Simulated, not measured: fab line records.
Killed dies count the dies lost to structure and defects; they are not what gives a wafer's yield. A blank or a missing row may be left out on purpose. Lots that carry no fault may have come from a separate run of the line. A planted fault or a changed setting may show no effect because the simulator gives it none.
A lot that was struck, set against a sound lot | flow sky130 | 17 steps out of a route of 708
Sound: wafers L208.4, L208.5, L208.6. The struck wafers were L227.1, L227.4, L227.5. The cause comes at the end.
For every step that has rows: the tool of each side, followed by ch and its chambers, followed by its first start. Under that, the readings that differ: sound wafers | struck wafers | difference of the means | sigmas: that difference in standard deviations of wafers without a fault.
alike: same words and numbers on both sides, and readings whose means sit less than 2 such deviations apart. not compared: any withheld reading, any reading some wafer has no value for, any bound like >300 that may hide the same value, and any number with overlapping values for which the record gives no deviation.
A row with sigmas, a row that says differs or no value, or rows on one side alone: a step with any of these is where the two part. Numbers that don't overlap but have no deviation are shown without sigmas and don't part them. A reading that every wafer of one side lacks parts them only if that side has two wafers or more.

first, 5 steps without rows for these wafers: SKY_SD_N_COAT_02 (resist thk 1140 nm); SKY_SD_N_SOFTBAKE_03 (time 60 s); SKY_SD_N_EXPOSE_04 (exposes mask NSDM, target cd 380 nm); SKY_SD_N_PEB_05; SKY_SD_N_DEVELOP_06 (develop time 60 s).
SKY_SD_N_CD_MEAS_07: the cd target is 380 nm.
  sound: cd sem-01 at day 28 22:38; struck: cd sem-02 at day 34 23:05
  alike: cd nm
SKY_SD_N_OVL_MEAS_08:
  sound: overlay-02 at day 28 22:43; struck: overlay-01 at day 34 23:12
  alike: SD_N_OVL
then, 2 steps without rows for these wafers: SKY_SD_N_IMPLANT_09; SKY_SD_N_IMPLANT_10.
SKY_SD_N_STRIP_11: strips in O2/N2.
  sound on plasma asher-03 ch 0,1, day 28 23:04; struck on plasma asher-02 ch 0,1, day 34 23:32
  alike: drypump motor current A, n2 flow sccm, oes product au, strip time to endpoint s
  not compared: rf hours counter h
SKY_SD_N_TW_MEAS_12:
  sound: film metro-04 at day 28 23:10; struck: film metro-04 at day 34 23:38
  alike: SD_N_TW
then, 1 step without rows for these wafers: SKY_SD_N_CLEAN_13 (cleans in SC1/SC2, time 150 s).
SKY_SD_N_RTA_14: time 2 s.
  sound on rtp anneal-01 ch 0, day 28 23:16; struck on rtp anneal-02 ch 0, day 34 23:45
  reading            | sound                | struck               | difference | sigmas
  lamp power pct (%) | 15.77 15.77 15.76    | 16.70 16.68 16.76    | +0.95      | +18
  wafer_temp_C_max   | 1078.2 1078.1 1076.7 | 1120.8 1119.6 1116.8 | +41.4      | +32
SKY_SD_N_RS_MEAS_16: measurement is done with a four-point probe.
  sound: film metro-04 at day 28 23:32; struck: film metro-03 at day 34 23:55
  reading          | sound             | struck            | difference | sigmas
  SD_N_RS (ohm/sq) | 68.47 68.48 68.54 | 60.88 60.89 60.69 | -7.68      | -64
SKY_SD_N_RS_MEAS_17: measurement is done with a four-point probe.
  sound: film metro-04 at day 28 23:40; struck: film metro-03 at day 35 00:02
  reading          | sound             | struck            | difference | sigmas
  SD_P_RS (ohm/sq) | 147.2 146.8 146.9 | 109.6 109.3 109.4 | -37.5      | -99
SKY_SD_N_RS_MEAS_18: measurement is done with a four-point probe.
  sound: film metro-04 at day 28 23:47; struck: film metro-03 at day 35 00:10
  reading               | sound             | struck            | difference | sigmas
  RES_XHIGH_RS (ohm/sq) | 334.6 334.0 335.8 | 331.9 330.6 330.9 | -3.7       | -3
-- record jumps: 16 days separate the struck wafers' starts on either side; left off in module SD_N, taken up again in module PAD_OPEN, whose first shown step is the route's number 708 --
SKY_PAD_OPEN_PROBE_99:
  sound: prober-02 at day 46 16:04; struck: prober-01 at day 50 17:36
  reading                                | sound             | struck            | difference | sigmas
  killed dies                            | 78 68 71          | 92 96 96          | +22        | +2
  model.etest.res xhigh po.line ohm um   | 5602 5499 5431    | 4111 4038 4070    | -1438      |
  model.etest.res xhigh po.rs ohm sq     | 1949 1935 1874    | 1425 1407 1405    | -507       |
  model.etest.pfet_01v8.r on ohm um      | 2835 2818 2811    | 2367 2272 2276    | -516       |
  model.etest.res pdiff.line ohm um      | 1322 1357 1381    | 1081 1080 1074    | -275       |
  model.etest.pfet g5v0d10v5.r on ohm um | 4650 4680 4748    | 4524 4530 4543    | -160       |
  model.etest.res high po.line ohm um    | 725.4 731.2 711   | 574.7 578.7 571.6 | -147.5     |
  model.etest.licon high po.rc ohm       | 332.5 344.4 337.7 | 226.5 226.6 228.1 | -111.1     |
  model.etest.res ndiff.line ohm um      | 758.3 770.2 792.5 | 669.5 695.2 685.1 | -90.4      |
  alike: killed_at_M0_to_M3, killed_at_M4_up, killed at contacts, killed at front end, killed at other, killed open, killed short

== WHERE THEY PART ==
Last at SKY_PAD_OPEN_PROBE_99 as far as this record goes, first at SKY_SD_N_RTA_14.

WHY: what the simulator had put in
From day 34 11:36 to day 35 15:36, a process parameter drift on rtp anneal-02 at SKY_SD_N_RTA_14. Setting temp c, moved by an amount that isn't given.
